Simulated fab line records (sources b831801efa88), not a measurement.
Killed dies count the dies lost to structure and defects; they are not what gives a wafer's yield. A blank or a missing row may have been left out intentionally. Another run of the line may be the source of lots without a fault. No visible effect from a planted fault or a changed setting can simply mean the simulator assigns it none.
fab line records    flow sky130
record: lots: 12  wafers: 36  lastDay: 50
route steps=708 shown DNWELL@44 NWELL@67 GATE_OXIDE@193 POLY_GATE@229
lots that met no fault: from a run of the same line without faults
startH: the number of hours between the record's first day and the start of the first shown wafer of the lot    waitH: hours from the lot's prior step to this one    " unchanged from the row above    L1.1+2: a single row standing in for several wafers    - no value present, or no start provided    * or withheld: withheld    < > ~ a bound
route shown NAME@n: a module of which the file shows steps, and the number in the route of the first    usual: mean/standard deviation of fault-free wafers    same: alike in all rows    chamber/n: place in a boat    sites: readings site by site    _std_site: the standard deviation of these    _edge_site: mean of outer sites minus mean of inner sites    radiusMm: for every site, how far away it sits from the centre of the wafer    mask NAME#n: copy n    behind: tool/chamber where the wafer was last shaped    hold: what put the lot on hold/how long, in hours/how the hold closed    device: whichever transistor did not switch (one of n, p or np)    end of line: the tests these same wafers got at the end of their route    for a step that has no rows: nothing shown but its recipe    killed: count of dies lost to structure and defects at first sort (not the wafer's yield)    map: a wafer's dies, x killed, . not, _ none there
set.NAME: the setting the step ran with; set.NAME@STEP: the setting that earlier step ran with    model.NAME: the simulator's own value behind a step, which no gauge read
a sample of lots followed through the steps of the route, with each step as a table and each wafer as a row
services: the hour from which a tool's chamber was out of use, counted from the record's first day as startH (under 0 if before that day), plus the number of hours and why
== steps ==
step: SKY_DNWELL_TW_MEAS_09
usual: DNWELL_TW: 1104/5.3
lot.wafer  tool          chamber  startH  waitH  DNWELL_TW
L884.1     filmMetro-04  -        59.91   0.1    1104
L884.4     "             -        "       "      1105
L884.6     "             -        "       "      1097
L885.4     filmMetro-03  -        65.37   0.1    1101
L885.5     "             -        "       "      1107
L885.6     "             -        "       "      1105
L887.1     filmMetro-04  -        77.31   0.1    1103
L887.4     "             -        "       "      1097
L887.6     "             -        "       "      1100
L888.1     filmMetro-03  -        82.11   0.1    1111
L888.2     "             -        "       "      1109
L888.4     "             -        "       "      1111
L893.1     filmMetro-03  -        105.78  0.1    1097
L893.3     "             -        "       "      1097
L893.6     "             -        "       "      1101
L894.3     filmMetro-04  -        108.68  0.1    1111
L894.4     "             -        "       "      1106
L894.6     "             -        "       "      1111
L895.1     filmMetro-01  -        121.63  0.1    1095
L895.4     "             -        "       "      1097
L895.6     "             -        "       "      1102
L897.1     filmMetro-01  -        130.11  0.1    1101
L897.5     "             -        "       "      1101
L897.6     "             -        "       "      1107
L898.1     filmMetro-04  -        135.06  0.1    1107
L898.2     "             -        "       "      1100
L898.4     "             -        "       "      1108
L899.2     filmMetro-01  -        141.52  0.1    1096
L899.3     "             -        "       "      1096
L899.5     "             -        "       "      1103
L901.4     filmMetro-01  -        152.74  0.1    1108
L901.5     "             -        "       "      1104
L901.6     "             -        "       "      1109
L906.2     filmMetro-03  -        177.52  0.1    1097
L906.3     "             -        "       "      1104
L906.5     "             -        "       "      1104
step: SKY_NWELL_STRIP_14
recipe: chemistry: O2/N2  powerW: 1400  pressureMtorr: 1500  platenTempC: withheld  o2FlowSccm: 3000  n2FlowSccm: 300  overashFraction: 0.5
usual: drypumpMotorCurrentA: 5.5/0.44  oesProductAu: 0.723/0.0045  stripTimeToEndpointS: 36.93/0.084
lot.wafer  tool            chamber  startH  waitH  drypumpMotorCurrentA  oesProductAu  rfHoursCounterH  stripTimeToEndpointS
L884.1     plasmaAsher-02  1        94.27   0.1    5.1                   0.726         28               36.79
L884.4     "               1        "       "      5.1                   0.726         -                36.97
L884.6     "               1        "       "      5.1                   0.735         -                36.93
L885.4     plasmaAsher-02  0        100.75  0.1    5.3                   0.720         -                37.01
L885.5     "               0        "       "      5.3                   0.722         -                36.96
L885.6     "               1        "       "      5.1                   0.717         -                36.98
L887.1     plasmaAsher-03  0        112.80  0.1    5.6                   0.724         45               36.91
L887.4     "               0        "       "      5.6                   0.725         -                36.96
L887.6     "               1        "       "      5.3                   0.723         -                36.94
L888.1     plasmaAsher-01  0        118.87  0.2    6.7                   0.715         0                37.07
L888.2     "               1        "       "      5.8                   0.739         0                36.99
L888.4     "               0        "       "      6.7                   0.722         -                36.95
L893.1     plasmaAsher-03  0        142.57  0.1    5.6                   0.720         48               36.88
L893.3     "               0        "       "      5.6                   0.715         -                36.75
L893.6     "               1        "       "      5.3                   0.722         -                36.73
L894.3     plasmaAsher-02  1        146.38  0.1    5.1                   0.721         -                36.81
L894.4     "               0        "       "      5.3                   0.724         -                36.90
L894.6     "               0        "       "      5.3                   0.724         -                36.98
L895.1     plasmaAsher-02  0        159.89  0.1    5.3                   0.731         35               36.89
L895.4     "               0        "       "      5.3                   0.726         -                36.86
L895.6     "               0        "       "      5.3                   0.720         -                36.89
L897.1     plasmaAsher-03  0        169.84  0.1    5.6                   0.725         51               36.97
L897.5     "               0        "       "      5.6                   0.722         -                36.91
L897.6     "               1        "       "      5.3                   0.727         -                36.90
L898.1     plasmaAsher-02  1        174.89  0.1    5.0                   0.722         37               36.85
L898.2     "               0        "       "      5.3                   0.719         37               36.94
L898.4     "               0        "       "      5.3                   0.721         -                36.83
L899.2     plasmaAsher-01  0        182.55  0.1    6.7                   0.722         7                36.96
L899.3     "               0        "       "      6.8                   0.718         -                36.97
L899.5     "               0        "       "      6.8                   0.722         -                36.84
L901.4     plasmaAsher-02  0        193.68  0.1    5.3                   0.720         -                36.86
L901.5     "               0        "       "      5.3                   0.731         -                36.88
L901.6     "               1        "       "      5.1                   0.724         -                37.01
L906.2     plasmaAsher-03  0        220.64  0.1    5.6                   0.721         56               36.89
L906.3     "               1        "       "      5.3                   0.718         -                37.22
L906.5     "               0        "       "      5.6                   0.727         -                37.11
step: SKY_GATE_OXIDE_SOFTBAKE_06
recipe: tempC: 90  timeS: 60  resist: NOVOLAK
usual: heaterPowerTotalW: 56.59/0.05  plateTempC: 90.00/0.13
lot.wafer  tool           chamber  startH  waitH  heaterPowerTotalW  plateTempC
L884.1     lithoTrack-03  0        307.03  0.1    56.52              90.11
L884.4     "              0        "       "      56.65              89.90
L884.6     "              0        "       "      56.65              89.99
L885.4     lithoTrack-01  0        315.48  0.1    56.60              90.28
L885.5     "              0        "       "      56.55              90.15
L885.6     "              0        "       "      56.61              90.21
L887.1     lithoTrack-03  0        333.08  0.1    56.63              89.72
L887.4     "              0        "       "      56.60              89.78
L887.6     "              0        "       "      56.67              89.95
L888.1     lithoTrack-03  0        347.33  0.1    56.60              89.99
L888.2     "              0        "       "      56.62              89.74
L888.4     "              0        "       "      56.60              90.01
L893.1     lithoTrack-03  0        382.03  0.1    56.57              90.10
L893.3     "              0        "       "      56.62              89.98
L893.6     "              0        "       "      56.60              89.89
L894.3     lithoTrack-04  0        382.61  0.1    56.57              89.99
L894.4     "              0        "       "      56.60              89.95
L894.6     "              0        "       "      56.59              90.11
L895.1     lithoTrack-04  0        402.51  0.1    56.49              89.96
L895.4     "              0        "       "      56.63              90.12
L895.6     "              0        "       "      56.64              89.97
L897.1     lithoTrack-01  0        416.61  0.1    56.64              89.75
L897.5     "              0        "       "      56.70              89.87
L897.6     "              0        "       "      56.62              89.92
L898.1     lithoTrack-04  0        423.96  0.1    58.12              91.64
L898.2     "              0        "       "      58.20              91.81
L898.4     "              0        "       "      58.22              91.66
L899.2     lithoTrack-04  0        433.68  0.1    58.18              91.94
L899.3     "              0        "       "      58.19              91.87
L899.5     "              0        "       "      58.20              91.77
L901.4     lithoTrack-01  0        449.08  0.1    56.50              90.03
L901.5     "              0        "       "      56.63              89.91
L901.6     "              0        "       "      56.59              90.14
L906.2     lithoTrack-01  0        486.73  0.1    56.62              90.14
L906.3     "              0        "       "      56.63              90.05
L906.5     "              0        "       "      56.62              89.96
step: SKY_POLY_GATE_ETCH_15
recipe: chemistry: N2/H2  target: BARC  ionEnergyEv: 200  sourceW: 500  biasW: 100  pressureMtorr: 30  n2FlowSccm: 100  h2FlowSccm: 200  stopOn: SiO2  timeS: 118.5  targetDepthA: 1100
usual: drypumpMotorCurrentA: 5.7/0.31  oesProductAu: 0.716/0.0047  throttleValvePct: 13.213/0.009
lot.wafer  tool        chamber  startH  waitH  drypumpMotorCurrentA  oesProductAu  rfHoursCounterH  throttleValvePct
L884.1     rieDiel-01  3        379.56  0.0    5.8                   0.717         52               13.212
L884.4     "           1        "       "      5.6                   0.716         6                13.214
L884.6     "           0        "       "      6.0                   0.725         -                13.201
L885.4     rieDiel-02  2        389.29  0.0    6.0                   0.708         0                13.210
L885.5     "           2        "       "      6.0                   0.716         -                13.212
L885.6     "           1        "       "      5.5                   0.715         -                13.231
L887.1     rieDiel-03  1        409.14  0.0    5.7                   0.718         30               13.223
L887.4     "           3        "       "      5.7                   0.709         1                13.211
L887.6     "           1        "       "      5.7                   0.715         -                13.213
L888.1     rieDiel-01  1        427.24  0.0    5.6                   0.716         7                13.207
L888.2     "           2        "       "      5.6                   0.715         32               13.214
L888.4     "           0        "       "      6.0                   0.714         -                13.198
L893.1     rieDiel-02  3        464.29  0.0    4.8                   0.712         5                13.202
L893.3     "           2        "       "      6.0                   0.710         2                13.212
L893.6     "           3        "       "      4.8                   0.714         -                13.203
L894.3     rieDiel-03  0        464.31  0.0    5.7                   0.721         33               13.212
L894.4     "           2        "       "      6.1                   0.713         53               13.199
L894.6     "           3        "       "      5.7                   0.710         -                13.220
L895.1     rieDiel-01  2        484.86  0.0    5.6                   0.725         33               13.223
L895.4     "           0        "       "      6.0                   0.710         14               13.214
L895.6     "           3        "       "      5.8                   0.712         -                13.206
L897.1     rieDiel-02  2        498.41  0.0    6.0                   0.713         3                13.212
L897.5     "           0        "       "      5.7                   0.708         -                13.210
L897.6     "           1        "       "      5.5                   0.718         -                13.212
L898.1     rieDiel-03  1        506.36  0.0    5.7                   0.721         32               13.212
L898.2     "           3        "       "      5.7                   0.715         3                13.224
L898.4     "           0        "       "      5.7                   0.710         34               13.244
L899.2     rieDiel-03  0        521.76  0.0    5.7                   0.719         34               13.208
L899.3     "           3        "       "      5.7                   0.715         3                13.202
L899.5     "           0        "       "      5.7                   0.723         -                13.228
L901.4     rieDiel-01  0        530.86  0.0    6.0                   0.715         14               13.217
L901.5     "           3        "       "      5.8                   0.726         -                13.223
L901.6     "           0        "       "      6.0                   0.720         -                13.193
L906.2     rieDiel-02  2        568.26  0.0    6.0                   0.721         4                13.204
L906.3     "           1        "       "      5.5                   0.718         81               13.211
L906.5     "           1        "       "      5.5                   0.709         -                13.198
== services ==
tool            chamber  startH  hours  kind
rieDiel-03      2        96.41   2.9    repair
rieDiel-03      0        102.76  7.0    repair
plasmaAsher-02  -        112.83  1.6    repair
rieDiel-02      3        114.47  5.7    repair
rieDiel-01      2        138.34  16.4   repair
rieDiel-02      0        144.97  17.2   repair
rieDiel-03      1        161.83  12.5   repair
rieDiel-03      -        171.50  2.8    pm
rieDiel-02      3        175.51  4.9    repair
rieDiel-02      -        179.15  0.1    repair
rieDiel-02      -        186.84  0.4    repair
rieDiel-01      -        187.28  2.8    pm
rieDiel-01      -        201.19  4.3    pm
rieDiel-03      1        203.27  2.0    repair
plasmaAsher-03  -        204.81  2.8    pm
rieDiel-01      2        206.50  38.1   repair
rieDiel-02      -        226.79  0.8    repair
rieDiel-03      0        246.96  16.6   repair
plasmaAsher-03  -        264.34  5.6    repair
rieDiel-02      3        270.85  9.3    repair
plasmaAsher-02  -        285.37  3.1    repair
plasmaAsher-02  -        297.92  4.2    repair
rieDiel-01      3        309.92  5.1    repair
plasmaAsher-02  -        546.82  2.8    pm
== key ==
firstSign: step: SKY_GATE_OXIDE_SOFTBAKE_06  reading: heaterPowerTotalW  direction: up  sigmas: 32  usual: *  struck: *
effect: step: SKY_GATE_OXIDE_SOFTBAKE_06  reading: plateTempC  direction: up  sigmas: 13  usual: *  struck: *
metAt SKY_GATE_OXIDE_SOFTBAKE_06
struckLots L898,L899
testerLeftOut L898,L899
notActingAt SKY_DNWELL_TW_MEAS_09,SKY_NWELL_STRIP_14,SKY_POLY_GATE_ETCH_15
onsetBetween 402.51 423.96
fault: kind: processParameterDrift  tool: lithoTrack-04  chamber: -  onsetH: 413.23  steps: SKY_GATE_OXIDE_SOFTBAKE_06  channel: tempC  offset: *  shape: step  endH: 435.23  actsIn: *  stated: *
testerLeftOut: of these lots the tester's yield and bins aren't shown, on N5 and GAA mostly nor the transistor test; their killed dies are dies lost to structure and defects alone, not to doping, threshold or leakage, so they don't give the yield
